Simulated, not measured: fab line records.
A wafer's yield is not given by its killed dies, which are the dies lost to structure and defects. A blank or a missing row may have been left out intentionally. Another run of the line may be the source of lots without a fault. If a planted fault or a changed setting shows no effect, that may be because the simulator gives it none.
fab line records	flow sky130
record lots=11	wafers=33	last-day=51
route steps=708 shown LI_CONTACT@385 LOCAL_INTERCONNECT@389 CONTACT@406 PAD_OPEN@708
lots that met no fault: from a run of the same line without faults
start-h: the number of hours between the record's first day and the start of the first shown wafer of the lot	wait-h: hours from the lot's prior step to this one	" identical to the entry in the row above	L1.1+2: a row that stands for several wafers	- either no value or no given start	* or withheld: withheld	< > ~ a bound
route shown NAME@n: names a module that has steps shown in the file, with the first one's number in the route	usual: mean/standard deviation of fault-free wafers	same: alike in all rows	chamber/n: place in a boat	sites: each site's reading	_std_site: their standard deviation	_edge_site: outer sites' mean less inner sites'	radius-mm: for every site, how far away it sits from the centre of the wafer	mask NAME#n: copy n	behind: the tool/chamber that last shaped the wafer	hold: reason for holding the lot/hours on hold/outcome of the hold	device: which transistor (n, p or np) failed to switch	end of line: tests run on the same wafers once the route is complete	a step without rows: its recipe alone	killed: at the first sort, the dies lost to defects and structure; wafer yield is something else	map: per-die view of a wafer (x killed, . not killed, _ where there is no die)
set.NAME: the run value of the setting; set.NAME@STEP: its run value at that earlier step	model.NAME: the simulator's own value behind a step, which no gauge read
route steps across a sampled set of lots; one table per step, one row per wafer
services: when a tool's chamber went out of use (start-h, in hours from the record's first day, below 0 if earlier), for how many hours, and the reason
## steps
# step SKY_LI_CONTACT_THK_MEAS_23
# recipe thk-meas-gauge=xrf	reads=W_of_LI_CONTACT_CVD_21
# usual LI_CONTACT_W_THK=400/6.9
lot.wafer	tool	chamber	start-h	wait-h	LI_CONTACT_W_THK[nm]
L931.2	film-metro-04	-	702.07	0.1	411
L931.3	"	-	"	"	409
L931.4	"	-	"	"	406
L932.4	film-metro-04	-	717.57	0.1	403
L932.5	"	-	"	"	408
L932.6	"	-	"	"	398
L934.4	film-metro-01	-	741.84	0.1	397
L934.5	"	-	"	"	388
L934.6	"	-	"	"	404
L935.1	film-metro-02	-	746.05	0.1	412
L935.3	"	-	"	"	408
L935.4	"	-	"	"	396
L936.1	film-metro-02	-	753.75	0.1	406
L936.2	"	-	"	"	403
L936.5	"	-	"	"	402
L942.2	film-metro-04	-	801.34	0.1	389
L942.3	"	-	"	"	402
L942.4	"	-	"	"	394
L943.4	film-metro-01	-	812.05	0.1	396
L943.5	"	-	"	"	399
L943.6	"	-	"	"	402
L947.1	film-metro-04	-	849.95	0.1	395
L947.2	"	-	"	"	406
L947.5	"	-	"	"	394
L949.1	film-metro-01	-	859.88	0.1	395
L949.2	"	-	"	"	406
L949.5	"	-	"	"	390
L948.2	film-metro-04	-	861.04	0.1	392
L948.4	"	-	"	"	386
L948.5	"	-	"	"	389
L950.1	film-metro-04	-	867.38	0.1	392
L950.4	"	-	"	"	393
L950.5	"	-	"	"	391
# step SKY_LOCAL_INTERCONNECT_THK_MEAS_02
# recipe thk-meas-gauge=xrf	reads=TiN_of_LOCAL_INTERCONNECT_SPUTTER_00
# usual LOCAL_INTERCONNECT_TIN_THK=99.7/1.1
lot.wafer	tool	chamber	start-h	wait-h	LOCAL_INTERCONNECT_TIN_THK[nm]
L931.2	film-metro-02	-	702.61	0.1	98.8
L931.3	"	-	"	"	98.2
L931.4	"	-	"	"	98.1
L932.4	film-metro-02	-	718.12	0.1	100.9
L932.5	"	-	"	"	100.3
L932.6	"	-	"	"	101.2
L934.4	film-metro-04	-	742.38	0.1	99.8
L934.5	"	-	"	"	99.5
L934.6	"	-	"	"	99.8
L935.1	film-metro-02	-	746.71	0.1	98.9
L935.3	"	-	"	"	99.5
L935.4	"	-	"	"	99.2
L936.1	film-metro-02	-	754.30	0.1	100.2
L936.2	"	-	"	"	100.1
L936.5	"	-	"	"	100.6
L942.2	film-metro-04	-	801.88	0.1	101.6
L942.3	"	-	"	"	101.8
L942.4	"	-	"	"	100.9
L943.4	film-metro-04	-	812.59	0.1	100.1
L943.5	"	-	"	"	98.8
L943.6	"	-	"	"	99.3
L947.1	film-metro-02	-	850.50	0.1	98.6
L947.2	"	-	"	"	99.9
L947.5	"	-	"	"	98.5
L949.1	film-metro-03	-	860.72	0.1	98.4
L949.2	"	-	"	"	99.6
L949.5	"	-	"	"	98.4
L948.2	film-metro-04	-	861.63	0.1	98.1
L948.4	"	-	"	"	98.9
L948.5	"	-	"	"	98.3
L950.1	film-metro-02	-	867.92	0.1	99.3
L950.4	"	-	"	"	99.8
L950.5	"	-	"	"	99.8
# step SKY_LOCAL_INTERCONNECT_ETCH_13
# recipe chemistry=N2/H2	target=BARC	ion-energy-ev=200	bias-w=100	pressure-mtorr=30	n2-flow-sccm=100	h2-flow-sccm=200	icp-w=500	stop-on=SiO2	time-s=45.9	target-depth-a=600
# usual drypump-motor-current-A=5.88/0.3	oes-product-au=0.855/0.0043	throttle-valve-pct=13.225/0.009
lot.wafer	tool	chamber	start-h	wait-h	drypump-motor-current-A	oes-product-au	rf-hours-counter-h	throttle-valve-pct
L931.2	rie-metal-02	1	731.35	0.0	6.12	0.857	1	13.230
L931.3	"	1	"	"	6.10	0.856	-	13.207
L931.4	"	0	"	"	5.88	0.855	-	13.216
L932.4	rie-metal-01	0	746.92	0.0	5.23	0.857	-	13.208
L932.5	"	0	"	"	5.23	0.856	-	13.227
L932.6	"	1	"	"	6.08	0.852	-	13.247
L934.4	rie-metal-02	0	771.07	0.0	5.85	0.849	-	13.233
L934.5	"	0	"	"	5.85	0.852	-	13.220
L934.6	"	1	"	"	6.09	0.852	-	13.230
L935.1	rie-metal-04	0	776.15	0.0	6.18	0.854	0	13.202
L935.3	"	1	"	"	5.73	0.856	-	13.218
L935.4	"	0	"	"	6.17	0.857	-	13.220
L936.1	rie-metal-04	1	782.75	0.0	5.75	0.853	6	13.235
L936.2	"	0	"	"	6.18	0.854	0	13.214
L936.5	"	1	"	"	5.73	0.848	-	13.225
L942.2	rie-metal-04	1	830.25	0.0	5.74	0.859	9	13.227
L942.3	"	0	"	"	6.18	0.858	-	13.207
L942.4	"	1	"	"	5.72	0.854	-	13.222
L943.4	rie-metal-02	0	841.92	0.0	5.84	0.852	-	13.232
L943.5	"	1	"	"	6.09	0.857	-	13.224
L943.6	"	0	"	"	5.85	0.862	-	13.219
L947.1	rie-metal-01	1	880.05	0.0	6.08	0.856	12	13.223
L947.2	"	0	"	"	5.24	0.861	8	13.231
L947.5	"	1	"	"	6.14	0.842	-	13.224
L949.1	rie-metal-01	0	889.45	0.0	5.21	0.853	8	13.222
L949.2	"	1	"	"	6.08	0.861	12	13.222
L949.5	"	0	"	"	5.22	0.855	-	13.232
L948.2	rie-metal-01	0	890.80	0.0	5.22	0.858	8	13.222
L948.4	"	0	"	"	5.20	0.848	-	13.225
L948.5	"	1	"	"	6.08	0.850	-	13.209
L950.1	rie-metal-01	0	896.60	0.0	5.22	0.854	8	13.202
L950.4	"	0	"	"	5.22	0.850	-	13.216
L950.5	"	1	"	"	6.09	0.851	-	13.223
# step SKY_CONTACT_CVD_00
# recipe material=Si3N4	target-thk-nm=75	temp-c=400	time-s=withheld	rf-w=450
# usual heater-power-outer-w=387/51	heater-power-w=667/95
lot.wafer	tool	chamber	start-h	wait-h	heater-power-outer-w	heater-power-w
L931.2	pecvd-02	2	732.09	0.0	446	770
L931.3	"	1	"	"	447	763
L931.4	"	1	"	"	435	791
L932.4	pecvd-02	0	747.63	0.0	328	549
L932.5	"	1	"	"	456	787
L932.6	"	2	"	"	441	784
L934.4	pecvd-02	2	771.83	0.0	418	746
L934.5	"	0	"	"	364	580
L934.6	"	1	"	"	454	796
L935.1	pecvd-03	2	776.86	0.0	366	685
L935.3	"	1	"	"	401	618
L935.4	"	2	"	"	363	699
L936.1	pecvd-02	2	783.46	0.0	440	770
L936.2	"	0	"	"	268	466
L936.5	"	0	"	"	275	477
L942.2	pecvd-02	2	830.95	0.0	359	664
L942.3	"	1	"	"	415	723
L942.4	"	0	"	"	284	474
L943.4	pecvd-04	1	842.62	0.0	451	781
L943.5	"	0	"	"	300	553
L943.6	"	2	"	"	395	643
L947.1	pecvd-03	2	880.75	0.0	351	684
L947.2	"	1	"	"	371	608
L947.5	"	1	"	"	389	612
L949.1	pecvd-03	0	890.15	0.0	439	701
L949.2	"	1	"	"	317	505
L949.5	"	0	"	"	451	697
L948.2	pecvd-02	2	891.51	0.0	434	754
L948.4	"	0	"	"	333	575
L948.5	"	1	"	"	378	686
L950.1	pecvd-02	0	897.30	0.0	364	580
L950.4	"	2	"	"	443	758
L950.5	"	1	"	"	416	730
# step SKY_CONTACT_THK_MEAS_01
# recipe reads=Si3N4_of_CONTACT_CVD_00
# usual CONTACT_CVD_00_THK=75.2/0.97
lot.wafer	tool	chamber	start-h	wait-h	CONTACT_CVD_00_THK[nm]
L931.2	film-metro-03	-	732.14	-	76.6
L931.3	"	-	"	"	75.8
L931.4	"	-	"	"	76.0
L932.4	film-metro-02	-	747.67	-	76.0
L932.5	"	-	"	"	76.0
L932.6	"	-	"	"	76.5
L934.4	film-metro-02	-	771.88	-	76.6
L934.5	"	-	"	"	75.0
L934.6	"	-	"	"	75.7
L935.1	film-metro-03	-	776.90	-	73.7
L935.3	"	-	"	"	73.2
L935.4	"	-	"	"	74.4
L936.1	film-metro-02	-	783.50	-	75.6
L936.2	"	-	"	"	74.8
L936.5	"	-	"	"	75.9
L942.2	film-metro-03	-	831.00	-	75.3
L942.3	"	-	"	"	74.8
L942.4	"	-	"	"	75.9
L943.4	film-metro-01	-	842.67	-	74.7
L943.5	"	-	"	"	74.9
L943.6	"	-	"	"	75.6
L947.1	film-metro-03	-	880.80	-	74.4
L947.2	"	-	"	"	74.3
L947.5	"	-	"	"	74.4
L949.1	film-metro-01	-	890.19	-	75.2
L949.2	"	-	"	"	74.0
L949.5	"	-	"	"	75.6
L948.2	film-metro-02	-	891.55	-	75.7
L948.4	"	-	"	"	62.4
L948.5	"	-	"	"	77.1
L950.1	film-metro-03	-	897.34	-	62.0
L950.4	"	-	"	"	76.5
L950.5	"	-	"	"	76.6
# step SKY_CONTACT_ETCH_18
# recipe target=Si3N4	chemistry=CHF3/O2	stop-on=TiN	source-w=600	bias-w=200	pressure-mtorr=40	chf3-flow-sccm=50	O2_flow_sccm=5	time-s=39	target-depth-a=750
# usual drypump-motor-current-A=5.7/0.33	oes-product-au=0.856/0.0078	throttle-valve-pct=8.794/0.01
lot.wafer	tool	chamber	start-h	wait-h	drypump-motor-current-A	oes-product-au	rf-hours-counter-h	throttle-valve-pct
L931.2	rie-diel-02	2	-	-	6.2	0.870	2	8.811
L931.3	"	0	"	"	5.5	0.853	24	8.802
L931.4	"	1	"	"	5.4	0.855	14	8.792
L932.4	rie-diel-03	3	-	-	5.9	0.867	2	8.794
L932.5	"	2	"	"	5.6	0.869	-	8.801
L932.6	"	3	"	"	5.9	0.865	-	8.817
L934.4	rie-diel-01	0	-	-	6.1	0.862	12	8.797
L934.5	"	0	"	"	6.1	0.856	-	8.792
L934.6	"	1	"	"	5.9	0.859	-	8.810
L935.1	rie-diel-01	1	-	-	5.9	0.838	7	8.779
L935.3	"	3	"	"	5.1	0.842	19	8.801
L935.4	"	0	"	"	6.1	0.859	13	8.811
L936.1	rie-diel-01	3	-	-	5.1	0.855	19	8.802
L936.2	"	0	"	"	6.1	0.849	13	8.810
L936.5	"	2	"	"	5.5	0.857	-	8.797
L942.2	rie-diel-01	1	-	-	5.9	0.851	9	8.803
L942.3	"	0	"	"	6.2	0.849	15	8.785
L942.4	"	2	"	"	5.5	0.860	10	8.789
L943.4	rie-diel-01	1	-	-	5.9	0.860	10	8.795
L943.5	"	2	"	"	5.5	0.858	-	8.800
L943.6	"	1	"	"	5.9	0.861	-	8.794
L947.1	rie-diel-02	0	-	-	5.5	0.847	1	8.786
L947.2	"	3	"	"	5.6	0.860	19	8.793
L947.5	"	0	"	"	5.5	0.851	-	8.778
L949.1	rie-diel-01	2	-	-	5.5	0.849	12	8.783
L949.2	"	3	"	"	5.1	0.847	23	8.801
L949.5	"	2	"	"	5.5	0.865	-	8.789
L948.2	rie-diel-03	3	-	-	5.9	0.860	5	8.799
L948.4	"	1	"	"	6.0	0.776	17	8.770
L948.5	"	3	"	"	5.8	0.863	-	8.808
L950.1	rie-diel-02	3	-	-	5.5	0.771	20	8.771
L950.4	"	2	"	"	6.2	0.867	7	8.792
L950.5	"	0	"	"	5.5	0.859	-	8.811
# step SKY_PAD_OPEN_PROBE_99
# usual killed_at_M0_to_M3=44/7.1	killed_at_M4_up=3.3/1.9	killed-at-contacts=24/5.3	killed-at-front-end=15/4.5	killed-at-other=0.3/0.55	killed-dies=86/9.5	killed-open=46/7.3	killed-short=39/6.4
# same gross-dies=492	killed-at-back-side=0
lot.wafer	tool	chamber	start-h	wait-h	killed_at_M0_to_M3	killed_at_M4_up	killed-at-contacts	killed-at-front-end	killed-at-other	killed-dies	killed-open	killed-short
L931.2	prober-01	-	1117.91	0.1	43	0	24	10	1	78	47	30
L931.3	prober-01	-	1117.96	0.2	39	6	16	15	2	78	34	43
L931.4	prober-01	-	1118.01	0.2	40	2	31	14	1	88	49	38
L932.4	prober-02	-	1134.46	0.2	47	5	19	22	0	93	53	40
L932.5	prober-02	-	1134.51	0.2	44	5	24	13	0	86	48	38
L932.6	prober-02	-	1134.56	0.2	59	3	19	16	1	98	56	40
L936.1	prober-02	-	1157.22	0.1	38	5	21	13	0	77	42	35
L936.2	prober-02	-	1157.27	0.1	46	7	19	10	2	84	45	38
L936.5	prober-02	-	1157.42	0.2	48	3	32	17	0	100	59	41
L943.4	prober-01	-	1198.26	0.2	40	3	35	11	0	89	52	36
L943.5	prober-01	-	1198.31	0.2	53	3	25	14	0	95	50	45
L943.6	prober-01	-	1198.36	0.2	38	6	32	14	0	90	49	41
L947.1	prober-01	-	1220.22	0.1	49	3	15	16	0	83	43	39
L947.2	prober-01	-	1220.27	0.1	44	4	34	26	0	108	55	51
L947.5	prober-01	-	1220.42	0.2	44	2	26	14	0	86	50	36
L948.2	prober-01	-	1226.06	0.1	31	4	21	13	0	69	36	33
L948.4	prober-01	-	1226.16	0.2	40	2	38	23	0	103	62	41
L948.5	prober-01	-	1226.21	0.2	36	5	25	14	0	80	45	33
# killed by level:class
L931.2 VIA1:geometric-particle:open=12 CONTACT:geometric-particle:open=10 LI_CONTACT:geometric-particle:open=7 VIA2:geometric-particle:open=6 FIELD_ISO:geometric-particle:short=5 VIA3:geometric-particle:open=5 LOCAL_INTERCONNECT:geometric-particle:short=4 VIA1:geometric-particle:short=4
L931.3 VIA1:geometric-particle:open=7 VIA1:geometric-particle:short=6 LI_CONTACT:geometric-particle:open=5 METAL1:geometric-particle:short=5 VIA3:geometric-particle:open=5 FIELD_ISO:geometric-particle:short=4 FIELD_ISO:geometric-particle:open=4 CONTACT:geometric-particle:open=4
L931.4 LI_CONTACT:geometric-particle:open=11 VIA1:geometric-particle:open=11 CONTACT:geometric-particle:open=10 METAL2:geometric-particle:short=7 METAL1:geometric-particle:short=5 LOCAL_INTERCONNECT:geometric-particle:short=4 VIA3:geometric-particle:open=4 VIA3:geometric-particle:short=4
L932.4 VIA1:geometric-particle:open=11 FIELD_ISO:geometric-particle:open=8 CONTACT:geometric-particle:open=8 METAL1:geometric-particle:short=8 VIA2:geometric-particle:open=7 VIA3:geometric-particle:open=7 POLY_GATE:geometric-particle:short=5 LI_CONTACT:geometric-particle:open=4
L932.5 CONTACT:geometric-particle:open=10 VIA2:geometric-particle:open=9 METAL1:geometric-particle:short=9 VIA3:geometric-particle:open=7 CONTACT:geometric-particle:short=7 VIA1:geometric-particle:open=6 POLY_GATE:geometric-particle:short=4 POLY_GATE:geometric-particle:open=4
L932.6 VIA2:geometric-particle:open=14 VIA1:geometric-particle:open=10 CONTACT:geometric-particle:open=8 METAL2:geometric-particle:short=6 METAL1:geometric-particle:short=5 VIA2:geometric-particle:short=5 VIA3:geometric-particle:open=5 FIELD_ISO:geometric-particle:open=4
L936.1 CONTACT:geometric-particle:open=8 VIA3:geometric-particle:open=8 METAL2:geometric-particle:short=7 LI_CONTACT:geometric-particle:open=6 POLY_GATE:geometric-particle:open=5 VIA3:geometric-particle:short=5 FIELD_ISO:geometric-particle:open=4 METAL1:geometric-particle:short=4
L936.2 VIA1:geometric-particle:open=12 VIA3:geometric-particle:open=9 METAL1:geometric-particle:short=8 CONTACT:geometric-particle:open=6 METAL4:geometric-particle:short=6 LI_CONTACT:geometric-particle:open=5 VIA2:geometric-particle:open=5 VIA2:geometric-particle:short=4
L936.5 CONTACT:geometric-particle:open=13 LI_CONTACT:geometric-particle:open=11 VIA3:geometric-particle:open=9 VIA1:geometric-particle:open=9 METAL2:geometric-particle:short=7 POLY_GATE:geometric-particle:short=6 VIA2:geometric-particle:open=5 FIELD_ISO:geometric-particle:open=4
L943.4 CONTACT:geometric-particle:open=16 LI_CONTACT:geometric-particle:open=10 VIA1:geometric-particle:short=9 VIA1:geometric-particle:open=8 VIA3:geometric-particle:open=8 FIELD_ISO:geometric-particle:short=4 LOCAL_INTERCONNECT:geometric-particle:short=4 CONTACT:geometric-particle:short=4
L943.5 VIA1:geometric-particle:open=15 METAL2:geometric-particle:short=9 CONTACT:geometric-particle:open=7 LI_CONTACT:geometric-particle:open=6 CONTACT:geometric-particle:short=6 VIA1:geometric-particle:short=6 VIA2:geometric-particle:open=6 METAL1:geometric-particle:short=5
L943.6 LI_CONTACT:geometric-particle:open=13 CONTACT:geometric-particle:open=10 VIA1:geometric-particle:open=10 METAL2:geometric-particle:short=7 VIA1:geometric-particle:short=5 METAL4:geometric-particle:short=5 VIA2:geometric-particle:open=5 FIELD_ISO:geometric-particle:short=4
L947.1 VIA1:geometric-particle:open=12 VIA2:geometric-particle:open=8 CONTACT:geometric-particle:open=7 METAL2:geometric-particle:short=7 METAL1:geometric-particle:short=5 VIA3:geometric-particle:short=5 POLY_GATE:geometric-particle:open=4 POLY_GATE:geometric-particle:short=4
L947.2 CONTACT:geometric-particle:open=11 VIA3:geometric-particle:open=9 VIA1:geometric-particle:short=8 FIELD_ISO:geometric-particle:open=7 POLY_GATE:geometric-particle:open=7 CONTACT:geometric-particle:short=7 LOCAL_INTERCONNECT:geometric-particle:short=7 LI_CONTACT:geometric-particle:open=6
L947.5 CONTACT:geometric-particle:open=9 VIA3:geometric-particle:open=8 VIA2:geometric-particle:open=8 VIA1:geometric-particle:open=7 LI_CONTACT:geometric-particle:open=6 LOCAL_INTERCONNECT:geometric-particle:short=6 METAL2:geometric-particle:short=6 VIA2:geometric-particle:short=4
L948.2 VIA1:geometric-particle:open=9 LI_CONTACT:geometric-particle:open=8 LOCAL_INTERCONNECT:geometric-particle:short=6 VIA3:geometric-particle:open=4 FIELD_ISO:geometric-particle:open=4 METAL2:geometric-particle:short=4 VIA1:geometric-particle:short=3 METAL3:geometric-particle:short=3
L948.4 CONTACT:geometric-particle:open=20 VIA3:geometric-particle:open=10 METAL2:geometric-particle:short=8 POLY_GATE:geometric-particle:short=7 POLY_GATE:geometric-particle:open=7 CONTACT:geometric-particle:short=6 LI_CONTACT:geometric-particle:open=6 VIA1:geometric-particle:short=5
L948.5 CONTACT:geometric-particle:open=9 VIA1:geometric-particle:open=9 LI_CONTACT:geometric-particle:open=8 VIA2:geometric-particle:open=6 METAL4:geometric-particle:short=5 POLY_GATE:geometric-particle:short=4 LI_CONTACT:geometric-particle:short=4 METAL2:geometric-particle:short=4
## services
tool	chamber	start-h	hours	kind
pecvd-02	-	711.84	4.4	repair
pecvd-03	1	718.06	3.4	repair
rie-metal-01	-	722.92	14.6	pm
rie-diel-03	-	724.88	1.0	repair
rie-metal-04	-	726.01	0.1	repair
pecvd-02	-	728.16	0.9	repair
pecvd-03	-	733.21	1.3	repair
rie-diel-01	3	739.53	1.5	repair
rie-diel-03	-	771.36	0.4	repair
rie-diel-01	3	783.16	2.7	repair
pecvd-03	-	786.86	2.8	pm
rie-metal-04	0	789.16	9.4	repair
rie-diel-01	2	802.46	3.3	repair
rie-diel-03	-	805.78	15.6	pm
rie-diel-02	-	832.54	14.6	pm
rie-diel-03	2	833.64	9.0	repair
rie-diel-01	-	849.99	2.8	repair
rie-diel-02	-	859.71	0.4	repair
pecvd-03	0	877.49	11.5	repair
rie-diel-03	0	880.72	6.2	repair
rie-metal-02	1	886.15	20.4	repair
rie-diel-02	2	892.22	7.5	repair
rie-metal-01	-	903.07	1.0	repair
rie-diel-01	0	919.83	5.7	repair
## key
first-sign step=SKY_CONTACT_THK_MEAS_01	reading=CONTACT_CVD_00_THK	direction=down	sigmas=13	usual=75.2	struck=62.2
effect step=SKY_CONTACT_ETCH_18	reading=oes-product-au	direction=down	sigmas=11	usual=0.856	struck=0.773
met-at SKY_CONTACT_CVD_00
struck-lots L948,L950
struck-wafers L948.4,L950.1
tester-left-out L948,L950
not-acting-at SKY_LI_CONTACT_THK_MEAS_23,SKY_LOCAL_INTERCONNECT_THK_MEAS_02,SKY_LOCAL_INTERCONNECT_ETCH_13
onset-between 830.95 891.51
fault kind=process-parameter-drift	tool=pecvd-02	chamber=0	onset-h=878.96	steps=SKY_CONTACT_CVD_00	channel=time-s	offset=withheld	shape=step	end-h=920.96	acts-in=*
# tester-left-out: of these lots the tester's yield and bins aren't shown, on N5 and GAA mostly nor the transistor test; their killed dies are dies lost to structure and defects alone, not to doping, threshold or leakage, so they don't give the yield
